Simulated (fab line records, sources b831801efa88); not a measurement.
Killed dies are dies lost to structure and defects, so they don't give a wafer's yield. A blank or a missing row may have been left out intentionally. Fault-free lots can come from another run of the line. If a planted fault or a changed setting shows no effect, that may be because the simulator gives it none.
One fault through the eyes of 2 desks + flow sky130 + each desk has only its own numbers; what lay behind them comes last

THE METROLOGY DESK
What the gauges read, lot by lot, whatever tool the lot ran on: means of the sampled wafers that have a number. The brackets show how far a lot's mean lies from the usual mean; more than 4 standard deviations puts the lot out of limits, marked OUT.
Columns: A = cd nm at SKY_LI_CONTACT_CD_MEAS_12, usual 170.1 nm; B = CONTACT_BOW at SKY_CONTACT_BOW_MEAS_05, usual 82 um
| lot  | first seen here | A     | B  |
|------|-----------------|-------|----|
| L572 | day 30 05:58    | 168.9 | 86 |
| L574 | day 31 02:23    | 169.2 | 76 |
| L576 | day 31 15:46    | 171.0 | 82 |
| L577 | day 32 00:11    | 171.6 | 84 |
| L578 | day 32 08:41    | 170.9 | 77 |
| L580 | day 32 20:29    | 171.7 | 83 |
| L583 | day 33 20:40    | 170.4 | 87 |
| L590 | day 36 02:56    | 170.4 | 84 |
| L592 | day 36 12:37    | 173.0 | 80 |
| L593 | day 37 00:16    | 168.7 | 79 |
| L594 | day 37 08:49    | 170.9 | 84 |
Result from this desk: across the 11 lots, nothing is out of limits.

DESK OF THE TOOL OWNER: rie metal-02
The tool's own readings at SKY_LOCAL_INTERCONNECT_ETCH_13 (etches BARC in N2/H2, stops on SiO2, time 45.9 s, target depth 60 nm): means of the sampled wafers that have a number, for each lot that ran on this tool. The brackets show how far a lot's mean lies from the usual mean; more than 4 standard deviations puts the lot out of limits, marked OUT.
Columns: A = chamber pressure mTorr at SKY_LOCAL_INTERCONNECT_ETCH_13, usual 30.001 mTorr; B = drypump motor current A at SKY_LOCAL_INTERCONNECT_ETCH_13, usual 5.4 A; C = n2 flow sccm at SKY_LOCAL_INTERCONNECT_ETCH_13, usual 100.03 sccm; D = oes product au at SKY_LOCAL_INTERCONNECT_ETCH_13, usual 0.854 a.u.; E = throttle valve pct at SKY_LOCAL_INTERCONNECT_ETCH_13, usual 13.225 %
| lot  | first seen here | A      | B   | C      | D     | E      |
|------|-----------------|--------|-----|--------|-------|--------|
| L572 | day 31 12:23    | 30.010 | 5.6 | 99.90  | 0.858 | 13.233 |
| L574 | day 32 07:28    | 30.012 | 5.0 | 99.89  | 0.856 | 13.217 |
| L577 | day 33 05:05    | 30.010 | 5.7 | 100.08 | 0.857 | 13.229 |
| L578 | day 33 14:25    | 30.026 | 5.3 | 99.71  | 0.852 | 13.219 |
| L580 | day 34 02:05    | 29.985 | 5.4 | 100.25 | 0.851 | 13.227 |
| L583 | day 35 01:43    | 30.021 | 5.3 | 99.79  | 0.851 | 13.229 |
| L592 | day 37 16:50    | 30.016 | 5.4 | 99.95  | 0.858 | 13.226 |
| L594 | day 38 13:44    | 29.961 | 5.0 | 100.31 | 0.852 | 13.235 |
Result from this desk: across the 8 lots, nothing is out of limits.

ALL TOGETHER
The metrology desk saw nothing out of limits.
The tool owner's desk saw nothing out of limits.

WHAT THE SIMULATOR PUT IN
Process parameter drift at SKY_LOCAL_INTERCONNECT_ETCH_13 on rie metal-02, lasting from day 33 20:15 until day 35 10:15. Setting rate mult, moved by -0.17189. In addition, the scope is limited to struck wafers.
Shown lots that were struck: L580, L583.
